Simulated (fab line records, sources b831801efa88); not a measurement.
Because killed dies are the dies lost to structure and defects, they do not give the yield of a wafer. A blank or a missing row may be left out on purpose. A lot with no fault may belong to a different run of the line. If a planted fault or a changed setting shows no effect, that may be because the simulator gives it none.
One fault seen from 2 desks    flow sky130    numbers are kept per desk, each desk with only its own; the story behind them comes last

FROM THE METROLOGY DESK
What the gauges read for every lot (on any tool): the sampled wafers with a number, averaged. The brackets show how far a lot's mean lies from the usual mean; more than 4 standard deviations puts the lot out of limits, marked OUT.
Columns: A = NWELL_RS at SKY_NWELL_RS_MEAS_29, usual 623.2 ohm/sq; B = cdNm at SKY_VT_ADJUST_HVTP_CD_MEAS_07, usual 379.7 nm; C = VT_ADJUST_PCH_TW at SKY_VT_ADJUST_PCH_TW_MEAS_10, usual 143.7
lot   first seen here  A      B      C
L124  day 5 13:53      624.3  381.6  146.7
L126  day 6 04:44      620.7  377.2  146.3
L128  day 6 16:19      625.2  381.0  143.1
L132  day 7 14:37      622.1  382.2  143.7
L133  day 7 21:19      621.8  378.6  141.9
L134  day 8 03:19      620.5  378.9  171.0 (+15) OUT
L135  day 8 08:46      623.7  382.8  167.5 (+13) OUT
L136  day 8 15:02      623.9  378.9  171.0 (+15) OUT
L143  day 10 09:31     622.6  379.5  144.9
L145  day 11 03:28     624.5  377.8  141.3
L146  day 11 04:23     622.0  376.9  144.7
L147  day 11 10:34     623.9  377.8  145.0
This desk's result: L134, L135, L136 out of limits, first on L134 (VT_ADJUST_PCH_TW at SKY_VT_ADJUST_PCH_TW_MEAS_10), day 14 03:11. In limits: L124, L126, L128, L132, L133, L143, L145, L146, L147.

DESK OF THE TOOL OWNER: implanter-02
SKY_VT_ADJUST_PCH_IMPLANT_08, tool's own readings: per-lot mean of the sampled wafers with a number, covering each lot this tool ran. The brackets show how far a lot's mean lies from the usual mean; more than 4 standard deviations puts the lot out of limits, marked OUT.
Columns: A = doseIonsCm2 at SKY_VT_ADJUST_PCH_IMPLANT_08, usual 5.001e+11; B = faradayCurrentUA at SKY_VT_ADJUST_PCH_IMPLANT_08, usual 2.82
lot   first seen here  A                            B
L126  day 11 19:30     4.998e+11                    2.82
L128  day 12 09:37     5.008e+11                    2.81
L132  day 13 12:02     4.990e+11                    2.86
L134  day 14 02:56     9.169e+11 (+99 or more) OUT  5.21 (+44) OUT
L135  day 14 10:35     9.166e+11 (+99 or more) OUT  5.08 (+41) OUT
L136  day 14 16:41     9.155e+11 (+99 or more) OUT  5.20 (+43) OUT
L147  day 18 10:23     5.000e+11                    2.77
Finding of this desk: L134, L135, L136 out of limits; the first was L134 at day 14 02:56, on doseIonsCm2 at SKY_VT_ADJUST_PCH_IMPLANT_08. In limits: L126, L128, L132, L147.

BROUGHT TOGETHER
On L134, L135, L136, at day 14 02:56, an alarm was possible from the tool owner's desk.
L134, L135, L136 would have let the metrology desk raise an alarm at day 14 03:11.
The lots listed all ran SKY_VT_ADJUST_PCH_IMPLANT_08 on implanter-02.

WHAT THE SIMULATOR HAD INSERTED
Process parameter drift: implanter-02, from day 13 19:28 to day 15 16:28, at SKY_VT_ADJUST_PCH_IMPLANT_08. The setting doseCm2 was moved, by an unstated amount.
Lots struck among those shown: L134, L135, L136.
Fault start to first reading out of limits, in hours, per desk: tool owner, 7; metrology, 8.
